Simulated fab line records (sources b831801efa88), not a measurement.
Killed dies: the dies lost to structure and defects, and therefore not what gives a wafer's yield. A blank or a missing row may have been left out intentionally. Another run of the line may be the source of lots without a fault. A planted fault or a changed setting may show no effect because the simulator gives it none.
fab line records    flow gf180mcu
record: lots: 13  wafers: 39  last_day: 34
route steps=602 shown POLY_GATE@170 V2@386 V3@432
lots with no fault: from the same line, run without faults
start_h: the number of hours between the record's first day and the start of the first shown wafer of the lot    wait_h: hours from the lot's prior step to this one    " as in the row above    L1.1+2: several wafers, shown together as one row    - no value, or no start was given    * or withheld: withheld    < > ~ a bound
route shown NAME@n: NAME is a module with steps in the file, n the number in the route of the first one    usual: mean/standard deviation of fault-free wafers    same: alike in all rows    chamber/n: place in a boat    sites: readings site by site    _std_site: their standard deviation    _edge_site: the outer-site mean with the inner-site mean subtracted    radius_mm: for every site, how far away it sits from the centre of the wafer    mask NAME#n: copy n    behind: the tool/chamber that last shaped the wafer    hold: reason for holding the lot/hours on hold/outcome of the hold    device: which transistor (n, p or np) failed to switch    end of line: the same wafers' tests at the end of the route    for a step that has no rows: nothing shown but its recipe    killed: at the first sort, the dies lost to defects and structure; wafer yield is something else    map: per-die view of a wafer (x killed, . not killed, _ where there is no die)
set.NAME: the run value of the setting; set.NAME@STEP: its run value at that earlier step    model.NAME: the simulator's own value behind a step, which no gauge read
steps of the route over a sample of lots; a table a step, a row a wafer
services: a tool's chamber out of use, with start hour (start_h, from the record's first day; less than 0 if before it), hours out, and reason
== steps ==
step: GF_POLY_GATE_ETCH_13
recipe: target: poly-Si  target_depth_nm: 198.5  stop_on: SiO2  over_etch_frac: 0.403  chemistry: HBr/Cl2  icp_w: 400  bias_w: 100  pressure_mtorr: 10  HBr_flow_sccm: 150  Cl2_flow_sccm: 50  time_s: 69.6
usual: drypump_motor_current_A: 5.5/0.48  oes_product_au: 0.987/0.0074  over_etch_frac: 0.403/0  throttle_valve_pct: 33.684/0.0099
lot.wafer  tool       chamber  start_h  wait_h  drypump_motor_current_A  oes_product_au  over_etch_frac  rf_hours_counter_h  throttle_valve_pct
L492.4     rie_si-02  1        196.77   -       5.4                      0.982           0.403           87                  33.673
L492.5     "          0        "        "       5.5                      0.977           0.403           -                   33.682
L492.6     "          3        "        "       6.2                      0.993           0.403           -                   33.686
L493.3     rie_si-02  2        202.72   -       4.8                      0.988           0.403           91                  33.695
L493.5     "          2        "        "       4.8                      0.988           0.403           -                   33.686
L493.6     "          1        "        "       5.4                      0.981           0.403           -                   33.682
L495.1     rie_si-02  2        221.57   -       4.8                      0.978           0.403           92                  33.677
L495.2     "          1        "        "       5.4                      0.991           0.403           87                  33.710
L495.4     "          0        "        "       5.6                      0.992           0.403           2                   33.690
L496.1     rie_si-02  1        227.07   -       5.4                      0.991           0.403           87                  33.684
L496.4     "          0        "        "       5.6                      0.973           0.403           2                   33.700
L496.6     "          3        "        "       6.2                      0.976           0.403           -                   33.675
L498.2     rie_si-02  2        240.17   -       4.8                      0.981           0.403           92                  33.686
L498.3     "          3        "        "       6.2                      0.977           0.403           2                   33.694
L498.6     "          3        "        "       6.2                      0.976           0.403           -                   33.667
L499.2     rie_si-02  1        246.72   -       5.4                      0.802           0.94567         87                  33.689
L499.4     "          3        "        "       6.2                      0.981           0.403           -                   33.675
L499.6     "          2        "        "       4.8                      0.793           0.94567         -                   33.688
L501.1     rie_si-02  0        264.37   -       5.6                      0.990           0.403           2                   33.694
L501.4     "          2        "        "       4.8                      1.000           0.403           92                  33.683
L501.6     "          0        "        "       5.6                      0.800           0.94567         -                   33.701
L510.3     rie_si-01  0        324.96   -       5.0                      0.985           0.403           45                  33.683
L510.4     "          1        "        "       6.1                      0.988           0.403           6                   33.688
L510.6     "          3        "        "       5.4                      0.998           0.403           -                   33.677
L511.2     rie_si-01  0        333.21   -       5.0                      0.991           0.403           45                  33.672
L511.3     "          2        "        "       5.2                      0.982           0.403           2                   33.685
L511.4     "          3        "        "       5.4                      0.982           0.403           59                  33.687
L512.2     rie_si-02  0        343.63   -       5.6                      0.984           0.403           3                   33.687
L512.3     "          3        "        "       6.2                      0.992           0.403           3                   33.688
L512.4     "          1        "        "       5.4                      1.003           0.403           -                   33.687
L513.2     rie_si-01  3        351.48   -       5.4                      0.990           0.403           59                  33.685
L513.3     "          0        "        "       5.0                      0.992           0.403           45                  33.668
L513.6     "          1        "        "       6.1                      0.994           0.403           -                   33.692
L514.4     rie_si-01  1        355.87   -       6.1                      0.991           0.403           6                   33.681
L514.5     "          0        "        "       5.0                      0.983           0.403           -                   33.683
L514.6     "          3        "        "       5.5                      0.979           0.403           -                   33.692
L515.2     rie_si-01  3        362.16   -       5.5                      0.991           0.403           59                  33.676
L515.3     "          1        "        "       6.1                      0.987           0.403           6                   33.690
L515.6     "          2        "        "       5.2                      0.974           0.403           -                   33.684
step: GF_POLY_GATE_STRIP_14
recipe: chemistry: O2/N2  power_w: 1400  pressure_mtorr: 1500  platen_temp_c: 250  o2_flow_sccm: 3000  n2_flow_sccm: 300  overash_fraction: 0.5
usual: drypump_motor_current_A: 5.9/0.59  heater_power_w: 349/32  oes_product_au: 0.504/0.0049
same: overash_fraction: 0.5
lot.wafer  tool             chamber  start_h  wait_h  drypump_motor_current_A  heater_power_w  oes_product_au  rf_hours_counter_h
L492.4     plasma_asher-03  0        196.86   0.1     5.7                      332             0.505           -
L492.5     "                0        "        "       5.7                      331             0.509           -
L492.6     "                1        "        "       6.5                      369             0.496           -
L493.3     plasma_asher-01  1        202.81   0.1     5.4                      306             0.506           -
L493.5     "                0        "        "       5.6                      422             0.507           -
L493.6     "                1        "        "       5.4                      307             0.506           -
L495.1     plasma_asher-02  0        221.62   0.0     5.2                      345             0.505           58
L495.2     "                1        "        "       6.7                      332             0.503           58
L495.4     "                0        "        "       5.2                      350             0.502           -
L496.1     plasma_asher-03  0        227.12   0.0     5.7                      334             0.510           43
L496.4     "                0        "        "       5.7                      335             0.506           -
L496.6     "                0        "        "       5.7                      341             0.503           -
L498.2     plasma_asher-03  1        240.22   0.0     6.5                      366             0.500           45
L498.3     "                1        "        "       6.4                      361             0.502           -
L498.6     "                0        "        "       5.7                      343             0.501           -
L499.2     plasma_asher-03  1        246.77   0.0     6.4                      361             0.493           45
L499.4     "                1        "        "       6.4                      354             0.507           -
L499.6     "                0        "        "       5.7                      340             0.494           -
L501.1     plasma_asher-02  1        264.42   0.0     6.7                      335             0.512           63
L501.4     "                0        "        "       5.2                      350             0.507           -
L501.6     "                0        "        "       5.2                      345             0.489           -
L510.3     plasma_asher-02  1        325.05   0.1     6.7                      336             0.509           -
L510.4     "                0        "        "       5.2                      343             0.512           -
L510.6     "                1        "        "       6.7                      343             0.509           -
L511.2     plasma_asher-01  1        333.27   0.0     5.4                      312             0.500           66
L511.3     "                1        "        "       5.4                      307             0.503           -
L511.4     "                0        "        "       5.6                      424             0.508           -
L512.2     plasma_asher-02  0        343.69   0.0     5.2                      358             0.505           72
L512.3     "                0        "        "       5.2                      343             0.502           -
L512.4     "                1        "        "       6.7                      334             0.511           -
L513.2     plasma_asher-02  0        351.54   0.0     5.2                      341             0.504           72
L513.3     "                1        "        "       6.7                      331             0.503           -
L513.6     "                0        "        "       5.2                      350             0.499           -
L514.4     plasma_asher-01  0        355.96   0.1     5.6                      428             0.504           -
L514.5     "                1        "        "       5.4                      310             0.503           -
L514.6     "                0        "        "       5.6                      419             0.490           -
L515.2     plasma_asher-03  0        362.22   0.0     5.7                      336             0.510           55
L515.3     "                1        "        "       6.4                      362             0.501           -
L515.6     "                0        "        "       5.7                      336             0.502           -
step: GF_V2_CMP_04
recipe: material: SiO2  down_force_psi: 4  platen_rpm: 60  pad_velocity_m_s: 0.94248
usual: motor_current_A: 11.6/0.95  time_to_endpoint_s: 80/5.8
lot.wafer  tool    chamber  start_h  wait_h  motor_current_A  time_to_endpoint_s
L492.4     cmp-02  3        436.81   0.2     12.5             86
L492.5     "       0        "        "       11.3             91
L492.6     "       1        "        "       11.7             82
L493.3     cmp-02  1        442.74   0.2     12.2             79
L493.5     "       2        "        "       11.6             86
L493.6     "       3        "        "       12.8             79
L495.4     cmp-01  0        473.14   0.0     11.0             86
L495.1     "       1        "        "       11.8             76
L495.2     "       2        "        "       12.2             75
L496.4     cmp-02  0        480.45   0.0     12.1             87
L496.1     "       2        "        "       11.8             84
L496.6     "       0        "        "       12.1             86
L498.2     cmp-02  3        494.79   0.0     11.9             71
L498.3     "       0        "        "       11.5             80
L498.6     "       0        "        "       11.7             87
L499.2     cmp-01  1        503.42   0.1     11.1             79
L499.4     "       2        "        "       12.6             82
L499.6     "       3        "        "       9.3              75
L501.4     cmp-02  1        522.73   0.0     12.2             82
L501.1     "       3        "        "       11.9             77
L501.6     "       2        "        "       11.2             85
L510.4     cmp-02  3        590.80   0.0     12.5             86
L510.3     "       2        "        "       11.4             81
L510.6     "       3        "        "       12.0             80
L511.2     cmp-01  3        598.09   0.0     9.6              69
L511.4     "       1        "        "       12.3             78
L511.3     "       2        "        "       12.8             67
L512.3     cmp-01  3        609.07   0.0     9.3              82
L512.4     "       1        "        "       12.1             84
L512.2     "       2        "        "       12.6             82
L513.2     cmp-01  0        617.40   0.0     10.7             75
L513.3     "       2        "        "       12.5             69
L513.6     "       0        "        "       11.2             83
L514.4     cmp-02  3        621.72   0.0     11.9             84
L514.6     "       3        "        "       12.0             82
L514.5     "       0        "        "       12.3             87
L515.3     cmp-01  0        625.75   0.1     11.1             82
L515.2     "       1        "        "       11.4             80
L515.6     "       2        "        "       12.7             79
step: GF_V3_THK_MEAS_03
recipe: reads: SiO2_of_V3_CVD_02
usual: V3_CVD_02_THK: 846/12
lot.wafer  tool           chamber  start_h  wait_h  V3_CVD_02_THK[nm]
L492.4     film_metro-02  -        487.43   0.1     854
L492.5     "              -        "        "       851
L492.6     "              -        "        "       858
L493.3     film_metro-03  -        493.38   0.1     839
L493.5     "              -        "        "       846
L493.6     "              -        "        "       845
L495.1     film_metro-04  -        522.87   0.0     841
L495.2     "              -        "        "       820
L495.4     "              -        "        "       850
L496.1     film_metro-02  -        530.37   0.0     830
L496.4     "              -        "        "       843
L496.6     "              -        "        "       852
L498.2     film_metro-02  -        543.66   0.0     816
L498.3     "              -        "        "       833
L498.6     "              -        "        "       838
L499.2     film_metro-04  -        551.58   0.0     839
L499.4     "              -        "        "       854
L499.6     "              -        "        "       850
L501.1     film_metro-02  -        571.11   0.0     851
L501.4     "              -        "        "       849
L501.6     "              -        "        "       856
L510.3     film_metro-02  -        635.19   0.1     855
L510.4     "              -        "        "       856
L510.6     "              -        "        "       862
L511.2     film_metro-03  -        642.36   0.0     848
L511.3     "              -        "        "       835
L511.4     "              -        "        "       858
L512.2     film_metro-03  -        653.45   0.0     854
L512.3     "              -        "        "       828
L512.4     "              -        "        "       855
L513.2     film_metro-03  -        660.85   0.0     820
L513.3     "              -        "        "       846
L513.6     "              -        "        "       856
L514.4     film_metro-03  -        664.28   0.0     860
L514.5     "              -        "        "       841
L514.6     "              -        "        "       864
L515.2     film_metro-02  -        668.01   0.0     843
L515.3     "              -        "        "       853
L515.6     "              -        "        "       869
step: GF_V3_RS_MEAS_24
recipe: thk_meas_gauge: four-point-probe  reads: W_of_V3_CVD_23+TiN_of_V3_SPUTTER_22+Ti_of_V3_SPUTTER_21
usual: V3_W_RS: 0.322/0.0066
lot.wafer  tool           chamber  start_h  wait_h  V3_W_RS[ohm/sq]
L492.4     film_metro-02  -        512.52   0.1     0.321
L492.5     "              -        "        "       0.320
L492.6     "              -        "        "       0.325
L493.3     film_metro-02  -        518.60   0.1     0.332
L493.5     "              -        "        "       0.332
L493.6     "              -        "        "       0.333
L495.1     film_metro-04  -        547.28   0.1     0.311
L495.2     "              -        "        "       0.326
L495.4     "              -        "        "       0.328
L496.1     film_metro-02  -        554.59   0.1     0.327
L496.4     "              -        "        "       0.314
L496.6     "              -        "        "       0.315
L498.2     film_metro-04  -        567.68   0.1     0.322
L498.3     "              -        "        "       0.321
L498.6     "              -        "        "       0.324
L499.2     film_metro-03  -        574.52   0.1     0.311
L499.4     "              -        "        "       0.311
L499.6     "              -        "        "       0.315
L501.1     film_metro-02  -        594.73   0.1     0.320
L501.4     "              -        "        "       0.320
L501.6     "              -        "        "       0.318
L510.3     film_metro-04  -        656.43   0.1     0.327
L510.4     "              -        "        "       0.316
L510.6     "              -        "        "       0.333
L511.2     film_metro-03  -        663.58   0.1     0.321
L511.3     "              -        "        "       0.315
L511.4     "              -        "        "       0.322
L512.2     film_metro-03  -        674.20   0.1     0.322
L512.3     "              -        "        "       0.324
L512.4     "              -        "        "       0.325
L513.2     film_metro-03  -        681.06   0.1     0.317
L513.3     "              -        "        "       0.319
L513.6     "              -        "        "       0.322
L514.4     film_metro-02  -        684.07   0.1     0.316
L514.5     "              -        "        "       0.329
L514.6     "              -        "        "       0.316
L515.2     film_metro-02  -        687.91   0.1     0.313
L515.3     "              -        "        "       0.328
L515.6     "              -        "        "       0.312
== services ==
tool       chamber  start_h  hours  kind
cmp-02     -        205.63   5.4    pm
cmp-01     -        217.85   11.1   pm
cmp-01     -        232.07   4.0    pm
rie_si-02  0        235.07   12.4   repair
cmp-01     -        277.90   0.9    repair
cmp-01     -        284.10   1.4    repair
cmp-01     -        291.28   3.9    repair
cmp-02     -        327.10   0.6    repair
cmp-01     -        369.29   0.7    repair
rie_si-02  3        383.25   2.8    repair
cmp-01     -        390.63   8.2    pm
cmp-02     -        404.08   4.0    pm
cmp-02     -        405.93   0.6    repair
cmp-01     -        408.65   0.6    repair
rie_si-02  1        414.49   22.4   repair
cmp-02     -        416.73   4.3    repair
cmp-01     -        427.83   0.7    repair
cmp-02     -        471.98   4.3    repair
cmp-02     -        486.45   1.2    repair
cmp-02     -        491.83   0.3    repair
cmp-02     -        542.96   3.7    pm
cmp-02     -        576.07   3.0    pm
rie_si-02  1        587.21   5.4    repair
rie_si-02  3        597.48   6.6    repair
== key ==
first_sign: step: GF_POLY_GATE_ETCH_13  reading: over_etch_frac  direction: up  sigmas: 99+  usual: 0.403  struck: 0.94567
effect: step: GF_POLY_GATE_ETCH_13  reading: oes_product_au  direction: down  sigmas: 25  usual: 0.987  struck: 0.798
effect: step: GF_POLY_GATE_STRIP_14  reading: oes_product_au  direction: down  sigmas: 2.6  usual: 0.504  struck: 0.492
met_at GF_POLY_GATE_ETCH_13
struck_lots L499,L501
struck_wafers L499.2,L499.6,L501.6
tester_left_out L499,L501
not_acting_at GF_V2_CMP_04,GF_V3_THK_MEAS_03,GF_V3_RS_MEAS_24
onset_between 240.17 246.72
fault: kind: process_parameter_drift  tool: rie_si-02  chamber: -  onset_h: 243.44  steps: GF_POLY_GATE_ETCH_13  channel: over_etch_frac  offset: 0.54267  shape: step  end_h: 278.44  scope: struck_wafers_only  stated: 0.403
tester_left_out: of these lots the tester's yield and bins aren't shown, on N5 and GAA mostly nor the transistor test; their killed dies are dies lost to structure and defects alone, not to doping, threshold or leakage, so they don't give the yield
